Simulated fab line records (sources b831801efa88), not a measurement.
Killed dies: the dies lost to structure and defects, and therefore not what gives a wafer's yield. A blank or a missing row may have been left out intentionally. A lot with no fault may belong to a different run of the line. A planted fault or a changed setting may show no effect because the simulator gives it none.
What tool caused it? || flow sky130 || 39 wafers from 13 lots sampled at 2 of the route's 708 steps

## WHAT THE GAUGES SHOWED, per wafer
SKY_CAP2M_OVL_MEAS_12. Usual: CAP2M_OVL -0.5 nm, standard deviation 1.2.
{"lot": "L649", "measured": "day 40 23:21", "on": "overlay-02", "CAP2M_OVL (nm)": "-0.4 -1.4 -0.8", "flag": ""}
{"lot": "L650", "measured": "day 41 00:59", "on": "overlay-01", "CAP2M_OVL (nm)": "-0.4 -0.1 -0.4", "flag": ""}
{"lot": "L652", "measured": "day 41 12:14", "on": "overlay-02", "CAP2M_OVL (nm)": "-1.4 -1.2 -1.6", "flag": ""}
{"lot": "L653", "measured": "day 41 18:55", "on": "overlay-02", "CAP2M_OVL (nm)": "0.2 -0.3 -0.5", "flag": ""}
{"lot": "L657", "measured": "day 42 23:11", "on": "overlay-01", "CAP2M_OVL (nm)": "-0.3 -1.6 -0.2", "flag": ""}
{"lot": "L660", "measured": "day 43 14:44", "on": "overlay-01", "CAP2M_OVL (nm)": "0.5 -3.1 0.1", "flag": ""}
{"lot": "L661", "measured": "day 44 02:56", "on": "overlay-01", "CAP2M_OVL (nm)": "-0.9 -1.5 1.1", "flag": ""}
{"lot": "L662", "measured": "day 44 04:50", "on": "overlay-02", "CAP2M_OVL (nm)": "-0.7 0.8 0.9", "flag": ""}
{"lot": "L664", "measured": "day 44 23:47", "on": "overlay-01", "CAP2M_OVL (nm)": "0.1 -0.5 -0.9", "flag": ""}
{"lot": "L666", "measured": "day 45 19:56", "on": "overlay-01", "CAP2M_OVL (nm)": "0.8 1.3 1.1", "flag": ""}
{"lot": "L667", "measured": "day 45 22:53", "on": "overlay-01", "CAP2M_OVL (nm)": "-1.8 0.7 -0.2", "flag": ""}
{"lot": "L669", "measured": "day 46 02:17", "on": "overlay-01", "CAP2M_OVL (nm)": "-0.2 -0.7 -0.6", "flag": ""}
{"lot": "L671", "measured": "day 47 05:08", "on": "overlay-01", "CAP2M_OVL (nm)": "-0.2 -0.6 -1.3", "flag": ""}

SKY_METAL4_OVL_MEAS_14. Usual: METAL4_OVL -4 nm, standard deviation 6.5.
{"lot": "L649", "measured": "day 41 23:52", "on": "overlay-02", "METAL4_OVL (nm)": "-5 -6 -5", "flag": ""}
{"lot": "L650", "measured": "day 42 01:46", "on": "overlay-02", "METAL4_OVL (nm)": "-8 0 -5", "flag": ""}
{"lot": "L652", "measured": "day 42 13:14", "on": "overlay-01", "METAL4_OVL (nm)": "2 -13 -1", "flag": ""}
{"lot": "L653", "measured": "day 42 19:28", "on": "overlay-01", "METAL4_OVL (nm)": "-3 -6 -6", "flag": ""}
{"lot": "L657", "measured": "day 43 22:31", "on": "overlay-02", "METAL4_OVL (nm)": "5 -2 -9", "flag": ""}
{"lot": "L660", "measured": "day 44 13:17", "on": "overlay-02", "METAL4_OVL (nm)": "-6 6 -1", "flag": ""}
{"lot": "L661", "measured": "day 45 01:56", "on": "overlay-02", "METAL4_OVL (nm)": "-13 -12 -11", "flag": ""}
{"lot": "L662", "measured": "day 45 03:52", "on": "overlay-01", "METAL4_OVL (nm)": "3 -2 -8", "flag": ""}
{"lot": "L664", "measured": "day 45 22:00", "on": "overlay-02", "METAL4_OVL (nm)": "-2 3 -1", "flag": ""}
{"lot": "L666", "measured": "day 46 17:21", "on": "overlay-02", "METAL4_OVL (nm)": "-11 -2 -8", "flag": ""}
{"lot": "L667", "measured": "day 46 20:35", "on": "overlay-01", "METAL4_OVL (nm)": "-11 -2 -12", "flag": ""}
{"lot": "L669", "measured": "day 46 23:31", "on": "overlay-02", "METAL4_OVL (nm)": "-9 -12 -12", "flag": ""}
{"lot": "L671", "measured": "day 48 00:39", "on": "overlay-01", "METAL4_OVL (nm)": "-7 2 -6", "flag": ""}

## WHAT TOOL EACH LOT RAN ON (gives the tool, then ch and the chambers of the sampled wafers, and finally the start)
Before these readings, the record contains no process step.

## AS READ BY THE TOOLS THEMSELVES (means over the sampled wafers that have a number; for cases with no such wafer, the mark the record gives instead)
The record holds no such reading with a usual standard deviation.

## THE ANSWER, worked out from the rows above alone
Rule: take the mean of a lot's wafers that have a number; if it is more than 3 standard deviations from the usual mean, the lot is off. Also off: a lot with no number at a reading for which 4 or more lots have one. Where the step has rows for the other lots, those lots are counted as sound. First the gauges in route order, then the tools' own readings, where a lot's mean is used as printed above. The first step at which some lot is off is used, and at that step the reading that is off furthest; a lot without a number counts as furthest.
None of the lots is off at any reading shown; this tells nothing.

## WHAT THE SIMULATOR HAD PUT IN
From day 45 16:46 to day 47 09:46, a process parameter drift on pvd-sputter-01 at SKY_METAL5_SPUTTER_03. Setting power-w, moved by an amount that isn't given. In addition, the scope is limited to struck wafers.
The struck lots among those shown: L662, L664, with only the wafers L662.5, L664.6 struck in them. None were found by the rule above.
